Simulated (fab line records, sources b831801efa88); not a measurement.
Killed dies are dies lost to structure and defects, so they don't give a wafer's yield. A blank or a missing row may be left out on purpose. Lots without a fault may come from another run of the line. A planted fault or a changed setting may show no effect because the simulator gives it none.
fab line records | flow sky130 | part 2 of 2: steps 24 to 33 of 33
record lots=5 wafers=15 last_day=50
route steps=708 shown LOCAL_INTERCONNECT@389 CONTACT@406
lots that met no fault: from a run of the same line without faults
start_h: hours from the record's first day to the start of the lot's first wafer shown | wait_h: hours since the lot's step before | " the same as in the row above | L1.1+2: a row that stands for several wafers | - no value, or no start given | * or withheld: withheld | < > ~ a bound
route shown NAME@n: a module of which the file shows steps, and the number in the route of the first | usual: mean/standard deviation of fault-free wafers | same: alike in all rows | chamber/n: place in a boat | sites: the reading at each site | _std_site: their standard deviation | _edge_site: outer sites' mean less inner sites' | radius_mm: how far each site lies from the wafer's centre | mask NAME#n: copy n | behind: the tool/chamber that last shaped the wafer | hold: why the lot was held/for how many hours/how that ended | device: the transistor (n, p or np) that didn't switch | end of line: the same wafers' tests at the end of the route | a step without rows: its recipe alone | killed: dies lost to structure and defects at the first sort, not the wafer's yield | map: a wafer's dies, x killed, . not, _ none there
set.NAME: the setting as run; set.NAME@STEP: as run at that earlier step | model.NAME: the simulator's own value behind a step, which no gauge read
lots at some steps of the route; a table a step, a row a wafer
services: from which hour (start_h, from the record's first day; less than 0 if before it) a tool's chamber was out of use, for how many hours, and why
## steps
# step SKY_CONTACT_DEHYDRATE_06
# recipe temp_c=200 time_s=60
# usual exhaust_pa=44.8/0.83 heater_power_total_W=160.39/0.12 resist_line_temp_C=23.02/0.12
# columns lot.wafer tool chamber start_h wait_h exhaust_pa heater_power_total_W resist_line_temp_C
L077.2 litho_track-01 0 741.51 13.4 44.1 160.42 23.08
L077.3 " 0 " " 43.6 160.33 23.01
L077.6 " 0 " " 43.7 160.40 23.02
L078.1 litho_track-02 0 744.83 13.9 45.7 160.53 22.95
L078.3 " 0 " " 46.2 160.31 22.87
L078.4 " 0 " " 44.8 160.45 22.88
L090.2 litho_track-01 0 834.06 12.0 44.6 160.32 23.27
L090.4 " 0 " " 45.9 160.19 23.13
L090.5 " 0 " " 45.0 160.36 23.25
L091.1 litho_track-02 0 844.98 12.3 44.1 160.59 22.89
L091.2 " 0 " " 45.5 160.61 23.09
L091.5 " 0 " " 44.5 160.23 23.03
L095.2 litho_track-01 0 889.81 11.8 44.7 160.38 22.96
L095.3 " 0 " " 44.2 160.47 23.17
L095.5 " 0 " " 45.1 160.26 23.01
# step SKY_CONTACT_HMDS_07
# recipe prime_time_s=60 prime_temp_c=120
# usual exhaust_pa=45.0/1.1 resist_line_temp_C=23.01/0.11
# columns lot.wafer tool chamber start_h wait_h exhaust_pa resist_line_temp_C
L077.2 litho_track-01 0 741.66 0.1 46.9 22.99
L077.3 " 0 " " 46.2 23.03
L077.6 " 0 " " 44.8 23.10
L078.1 litho_track-02 0 744.98 0.1 45.0 22.83
L078.3 " 0 " " 45.1 23.02
L078.4 " 0 " " 46.3 22.87
L090.2 litho_track-01 0 834.21 0.1 43.6 22.92
L090.4 " 0 " " 44.4 22.87
L090.5 " 0 " " 44.3 23.00
L091.1 litho_track-02 0 845.13 0.1 42.3 23.17
L091.2 " 0 " " 43.6 23.08
L091.5 " 0 " " 44.6 23.04
L095.2 litho_track-01 0 889.96 0.1 45.0 22.77
L095.3 " 0 " " 43.5 22.98
L095.5 " 0 " " 43.8 22.90
# step SKY_CONTACT_COAT_08
# recipe resist=BARC temp_c=withheld time_s=withheld spin_rpm=3000 resist_thk_nm=60
# usual exhaust_pa=45.0/0.95 resist_line_temp_C=*
# columns lot.wafer tool chamber start_h wait_h exhaust_pa resist_line_temp_C
L077.2 litho_track-01 0 741.81 0.1 44.9 *
L077.3 " 0 " " 45.4 *
L077.6 " 0 " " 44.9 *
L078.1 litho_track-02 0 745.13 0.1 45.1 *
L078.3 " 0 " " 45.9 *
L078.4 " 0 " " 45.8 *
L090.2 litho_track-01 0 834.36 0.1 45.6 *
L090.4 " 0 " " 45.9 *
L090.5 " 0 " " 45.9 *
L091.1 litho_track-02 0 845.28 0.1 46.6 *
L091.2 " 0 " " 45.4 *
L091.5 " 0 " " 45.9 *
L095.2 litho_track-01 0 890.11 0.1 44.2 *
L095.3 " 0 " " 45.0 *
L095.5 " 0 " " 44.7 *
# step SKY_CONTACT_COAT_09
# recipe resist=KrF-thick spin_rpm=3000 resist_thk_nm=450
# usual exhaust_pa=45.2/0.83 resist_line_temp_C=23.01/0.13
# columns lot.wafer tool chamber start_h wait_h exhaust_pa resist_line_temp_C
L077.2 litho_track-01 0 - - 44.5 23.04
L077.3 " 0 " " 46.0 22.95
L077.6 " 0 " " 45.9 23.19
L078.1 litho_track-02 0 - - 44.3 22.96
L078.3 " 0 " " 46.1 23.09
L078.4 " 0 " " 45.3 23.20
L090.2 litho_track-01 0 - - 44.4 23.15
L090.4 " 0 " " 45.5 23.14
L090.5 " 0 " " 44.0 23.20
L091.1 litho_track-02 0 - - 45.9 23.13
L091.2 " 0 " " 44.8 23.09
L091.5 " 0 " " 45.2 22.90
L095.2 litho_track-01 0 - - 45.0 23.02
L095.3 " 0 " " 44.2 22.88
L095.5 " 0 " " 44.5 22.91
# step SKY_CONTACT_SOFTBAKE_10
# recipe temp_c=100 time_s=90 resist=KrF-thick
# usual exhaust_pa=45.0/0.87 heater_power_total_W=57.35/0.12 resist_line_temp_C=22.99/0.1
# columns lot.wafer tool chamber start_h wait_h exhaust_pa heater_power_total_W resist_line_temp_C
L077.2 litho_track-01 0 - - 43.9 57.24 23.07
L077.3 " 0 " " 44.4 57.29 23.09
L077.6 " 0 " " 44.9 57.27 23.24
L078.1 litho_track-02 0 - - 43.4 57.43 22.83
L078.3 " 0 " " 44.0 57.62 22.83
L078.4 " 0 " " 43.5 57.43 22.96
L090.2 litho_track-01 0 - - 45.9 57.53 22.99
L090.4 " 0 " " 44.1 57.28 22.94
L090.5 " 0 " " 46.0 57.46 23.00
L091.1 litho_track-02 0 - - 45.3 57.40 22.93
L091.2 " 0 " " 44.3 57.39 23.06
L091.5 " 0 " " 45.1 57.29 23.15
L095.2 litho_track-01 0 - - 46.2 57.23 22.88
L095.3 " 0 " " 46.3 57.38 22.98
L095.5 " 0 " " 45.3 57.24 23.03
# step SKY_CONTACT_EXPOSE_11
# recipe mask_id=CTM1 na=0.8 source_shape=annular sigma_inner=0.55 sigma_outer=0.85 target_cd_nm=170 dose_mj=38
# columns lot.wafer tool chamber start_h wait_h mask
L077.2+3+6 krf_scanner-02 0 - - CTM1#0
L078.1+3+4 krf_scanner-01 0 - - CTM1#0
L090.2+4+5 krf_scanner-01 0 - - CTM1#0
L091.1+2+5 krf_scanner-01 0 - - CTM1#0
L095.2+3+5 krf_scanner-02 0 - - CTM1#0
# step SKY_CONTACT_PEB_12
# recipe peb_temp_c=withheld peb_time_s=withheld resist=KrF-thick
# usual exhaust_pa=45.1/0.81 resist_line_temp_C=*
# columns lot.wafer tool chamber start_h wait_h exhaust_pa resist_line_temp_C
L077.2 litho_track-01 0 - - 46.3 *
L077.3 " 0 " " 45.0 *
L077.6 " 0 " " 45.6 *
L078.1 litho_track-01 0 - - 44.1 *
L078.3 " 0 " " 44.9 *
L078.4 " 0 " " 44.6 *
L090.2 litho_track-04 0 - - 44.6 *
L090.4 " 0 " " 45.1 *
L090.5 " 0 " " 45.0 *
L091.1 litho_track-01 0 - - 45.3 *
L091.2 " 0 " " 43.8 *
L091.5 " 0 " " 44.0 *
L095.2 litho_track-01 0 - - 45.3 *
L095.3 " 0 " " 44.9 *
L095.5 " 0 " " 46.3 *
# step SKY_CONTACT_DEVELOP_13
# recipe develop_time_s=60 resist=KrF-thick dev_temp_c=21
# usual exhaust_pa=45.1/0.92 resist_line_temp_C=23.00/0.089
# columns lot.wafer tool chamber start_h wait_h exhaust_pa resist_line_temp_C
L077.2 litho_track-01 0 - - 45.4 23.04
L077.3 " 0 " " 45.2 22.99
L077.6 " 0 " " 45.2 22.96
L078.1 litho_track-01 0 - - 45.2 23.08
L078.3 " 0 " " 45.5 23.07
L078.4 " 0 " " 45.2 22.97
L090.2 litho_track-04 0 - - 46.7 23.00
L090.4 " 0 " " 46.8 23.01
L090.5 " 0 " " 44.3 23.04
L091.1 litho_track-01 0 - - 43.7 22.94
L091.2 " 0 " " 45.5 23.09
L091.5 " 0 " " 44.6 22.99
L095.2 litho_track-01 0 - - 45.2 23.02
L095.3 " 0 " " 46.6 23.06
L095.5 " 0 " " 45.7 23.06
# step SKY_CONTACT_CD_MEAS_14
# recipe target_cd_nm=170
# usual cd_nm=170.0/1.3
# columns lot.wafer tool chamber start_h wait_h cd_nm
L077.2 cd_sem-02 - 754.96 - 170.6
L077.3 " - " " 169.9
L077.6 " - " " 169.5
L078.1 cd_sem-01 - 758.64 - 170.1
L078.3 " - " " 171.8
L078.4 " - " " 170.6
L090.2 cd_sem-01 - 847.70 - 170.3
L090.4 " - " " 169.6
L090.5 " - " " 169.4
L091.1 cd_sem-01 - 857.74 - 168.7
L091.2 " - " " 170.1
L091.5 " - " " 168.9
L095.2 cd_sem-01 - 902.91 - 170.6
L095.3 " - " " 171.1
L095.5 " - " " 170.0
# step SKY_CONTACT_OVL_MEAS_15
# usual CONTACT_OVL=-1/5.5
# columns lot.wafer tool chamber start_h wait_h CONTACT_OVL[nm]
L077.2 overlay-01 - 755.06 0.1 0
L077.3 " - " " 3
L077.6 " - " " 3
L078.1 overlay-02 - 758.76 0.1 -11
L078.3 " - " " -9
L078.4 " - " " -10
L090.2 overlay-01 - 847.81 0.1 2
L090.4 " - " " 4
L090.5 " - " " 9
L091.1 overlay-01 - 857.86 0.1 1
L091.2 " - " " -2
L091.5 " - " " -5
L095.2 overlay-01 - 903.02 0.1 -13
L095.3 " - " " -9
L095.5 " - " " -10
## services
# columns tool chamber start_h hours kind
krf_scanner-02 - 702.12 1.3 pm
cmp-01 - 707.45 2.2 repair
wet_bench-03 - 716.55 1.8 repair
hdpcvd-01 - 721.59 1.3 repair
krf_scanner-01 - 730.03 0.2 repair
cmp-01 - 733.01 1.4 repair
plasma_asher-04 - 740.30 0.8 repair
cmp-01 - 744.28 4.0 pm
krf_scanner-01 - 760.45 0.8 pm
krf_scanner-01 - 766.35 1.0 pm
krf_scanner-01 - 769.92 4.1 repair
wet_bench-03 - 775.00 4.0 repair
cmp-01 - 780.13 12.3 pm
hdpcvd-01 0 789.09 5.3 repair
krf_scanner-02 - 799.92 1.0 pm
krf_scanner-02 - 800.92 0.8 pm
rie_metal-03 1 807.25 12.8 repair
wet_bench-04 - 807.81 48.7 pm
krf_scanner-02 - 808.66 4.4 pm
krf_scanner-01 - 823.26 4.4 pm
krf_scanner-02 - 827.08 1.0 repair
cmp-01 - 835.15 3.0 repair
krf_scanner-01 - 837.82 1.3 pm
rie_metal-03 - 886.91 5.7 repair
